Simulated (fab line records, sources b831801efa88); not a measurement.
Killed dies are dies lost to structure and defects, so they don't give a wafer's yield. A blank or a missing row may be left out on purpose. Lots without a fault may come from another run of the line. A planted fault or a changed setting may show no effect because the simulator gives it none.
A sampling plan put to the test | flow sky130 | one fab line, 20 faults that these records tell of, each judged on the records of the lots that it struck
The plan is the line's own looks: the steps of the route at which a gauge or an inspection reads the wafer and doesn't change it. A look can be judged if struck wafers have a number there and the file gives its usual mean and standard deviation on fault-free wafers. Caught: at a look after the fault's first step, the mean of the struck wafers lies 4 or more of those standard deviations (sigma) from the usual mean. On the tool: the same test on the tool's own readings at the fault's steps. Another recipe on the struck wafers, or a record that is blank for them alone, also counts as caught.

THE FAULTS, as the simulator had put them in
1. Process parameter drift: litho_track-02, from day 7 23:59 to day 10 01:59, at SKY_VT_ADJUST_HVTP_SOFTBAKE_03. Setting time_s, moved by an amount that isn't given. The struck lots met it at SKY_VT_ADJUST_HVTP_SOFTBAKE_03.
2. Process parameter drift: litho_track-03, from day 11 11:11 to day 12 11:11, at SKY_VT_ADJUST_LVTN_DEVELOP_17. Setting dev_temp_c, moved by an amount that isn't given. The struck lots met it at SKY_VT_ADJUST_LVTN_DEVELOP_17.
3. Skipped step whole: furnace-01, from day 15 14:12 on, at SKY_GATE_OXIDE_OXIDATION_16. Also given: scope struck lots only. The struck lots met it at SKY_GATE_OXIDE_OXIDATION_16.
4. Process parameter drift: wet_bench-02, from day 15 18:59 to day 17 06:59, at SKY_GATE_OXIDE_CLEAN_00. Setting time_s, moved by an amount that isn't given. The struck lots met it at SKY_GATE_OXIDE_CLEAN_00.
5. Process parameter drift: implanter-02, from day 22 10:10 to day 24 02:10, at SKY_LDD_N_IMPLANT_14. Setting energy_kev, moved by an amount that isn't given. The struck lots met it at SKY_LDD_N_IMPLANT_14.
6. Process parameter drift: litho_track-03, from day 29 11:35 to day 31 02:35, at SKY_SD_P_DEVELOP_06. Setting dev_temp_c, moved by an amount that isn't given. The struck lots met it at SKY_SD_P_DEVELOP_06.
7. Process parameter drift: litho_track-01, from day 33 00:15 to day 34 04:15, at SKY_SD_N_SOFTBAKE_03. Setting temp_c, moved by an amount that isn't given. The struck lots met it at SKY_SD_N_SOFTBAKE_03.
8. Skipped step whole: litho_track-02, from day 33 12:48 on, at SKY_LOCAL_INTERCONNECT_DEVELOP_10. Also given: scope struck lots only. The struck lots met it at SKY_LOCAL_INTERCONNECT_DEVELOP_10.
9. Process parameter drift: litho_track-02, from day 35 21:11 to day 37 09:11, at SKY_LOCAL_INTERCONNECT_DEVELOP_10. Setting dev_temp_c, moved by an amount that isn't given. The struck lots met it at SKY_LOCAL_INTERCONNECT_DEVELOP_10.
10. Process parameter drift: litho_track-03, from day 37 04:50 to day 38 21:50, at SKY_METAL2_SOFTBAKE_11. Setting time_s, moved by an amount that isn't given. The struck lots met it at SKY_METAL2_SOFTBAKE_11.
11. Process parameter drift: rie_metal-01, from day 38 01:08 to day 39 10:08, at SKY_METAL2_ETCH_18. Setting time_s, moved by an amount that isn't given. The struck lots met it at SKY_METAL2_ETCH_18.
12. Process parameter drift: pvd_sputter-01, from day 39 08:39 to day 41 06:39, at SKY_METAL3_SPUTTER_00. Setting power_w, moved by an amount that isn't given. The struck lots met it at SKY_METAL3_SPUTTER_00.
13. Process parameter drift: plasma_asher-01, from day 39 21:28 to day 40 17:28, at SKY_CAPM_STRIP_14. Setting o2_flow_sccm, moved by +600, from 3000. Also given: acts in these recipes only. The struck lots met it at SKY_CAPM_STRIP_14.
14. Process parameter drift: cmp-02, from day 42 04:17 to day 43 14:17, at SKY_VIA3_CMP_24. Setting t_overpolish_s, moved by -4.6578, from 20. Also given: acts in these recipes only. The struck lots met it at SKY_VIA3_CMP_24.
15. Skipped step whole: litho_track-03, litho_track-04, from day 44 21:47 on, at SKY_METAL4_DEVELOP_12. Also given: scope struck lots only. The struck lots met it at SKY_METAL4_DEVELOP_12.
16. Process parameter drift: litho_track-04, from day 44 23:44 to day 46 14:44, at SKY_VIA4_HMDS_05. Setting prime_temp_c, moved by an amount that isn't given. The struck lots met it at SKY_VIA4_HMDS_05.
17. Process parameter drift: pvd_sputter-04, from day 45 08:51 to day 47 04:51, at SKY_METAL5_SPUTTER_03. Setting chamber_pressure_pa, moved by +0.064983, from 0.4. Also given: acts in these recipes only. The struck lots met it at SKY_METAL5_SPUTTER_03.
18. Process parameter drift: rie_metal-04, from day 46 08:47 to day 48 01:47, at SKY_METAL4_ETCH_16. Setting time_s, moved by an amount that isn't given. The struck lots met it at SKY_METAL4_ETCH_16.
19. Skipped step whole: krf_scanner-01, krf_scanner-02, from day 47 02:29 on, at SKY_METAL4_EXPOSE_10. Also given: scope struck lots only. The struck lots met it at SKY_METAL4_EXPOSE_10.
20. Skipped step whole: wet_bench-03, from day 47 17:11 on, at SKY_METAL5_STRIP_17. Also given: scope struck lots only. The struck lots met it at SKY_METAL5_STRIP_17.

WHAT THE PLAN SAW
fault | on the tool itself                               | first look that catches it                      | reading, sigma | median hours from its first step to that look | hours from the fault's start to the first struck lot there | judged looks passed uncaught
1     | heater_power_total_W +26 sigma                   | not the one look that can be judged after it    | -              | -                                             | -                                                          | 1
2     | developer_temp_C +21 sigma                       | not the one look that can be judged after it    | -              | -                                             | -                                                          | 1
3     | the tool's record is blank for the struck wafers | no look after it can be judged                  | -              | -                                             | -                                                          | 0
4     | run_length_s -27 sigma                           | not the one look that can be judged after it    | -              | -                                             | -                                                          | 1
5     | beam_energy_keV +99 or beyond sigma              | none of the 2 looks that can be judged after it | -              | -                                             | -                                                          | 2
6     | developer_temp_C -24 sigma                       | no look after it can be judged                  | -              | -                                             | -                                                          | 0
7     | heater_power_total_W +26 sigma                   | not the one look that can be judged after it    | -              | -                                             | -                                                          | 1
8     | the tool's record is blank for the struck wafers | no look after it can be judged                  | -              | -                                             | -                                                          | 0
9     | developer_temp_C +9.0 sigma                      | no look after it can be judged                  | -              | -                                             | -                                                          | 0
10    | run_length_s -8.1 sigma                          | no look after it can be judged                  | -              | -                                             | -                                                          | 0
11    | oes_product_au +20 sigma                         | no look after it can be judged                  | -              | -                                             | -                                                          | 0
12    | cathode_dc_power_W +99 or beyond sigma           | no look after it can be judged                  | -              | -                                             | -                                                          | 0
13    | o2_flow_sccm +64 sigma                           | no look after it can be judged                  | -              | -                                             | -                                                          | 0
14    | overpolish_run_s -99 or beyond sigma             | no look after it can be judged                  | -              | -                                             | -                                                          | 0
15    | the tool's record is blank for the struck wafers | no look after it can be judged                  | -              | -                                             | -                                                          | 0
16    | prime_temp_c -11 sigma                           | no look after it can be judged                  | -              | -                                             | -                                                          | 0
17    | chamber_pressure_pa +77 sigma                    | no look after it can be judged                  | -              | -                                             | -                                                          | 0
18    | run_length_s -45 sigma                           | no look after it can be judged                  | -              | -                                             | -                                                          | 0
19    | no reading that can be judged                    | no look after it can be judged                  | -              | -                                             | -                                                          | 0
20    | the tool's record is blank for the struck wafers | no look after it can be judged                  | -              | -                                             | -                                                          | 0
A dash: the fault isn't caught, or these records don't give the number.

Caught at a look: 0 of 20. Caught on the tool: 19 of 20. By one or the other: 19 of 20.
Caught on the tool alone: faults 1, 2, 3, 4, 5, 6, 7, 8, 9, 10, 11, 12, 13, 14, 15, 16, 17, 18, 20.
Caught by neither: fault 19.
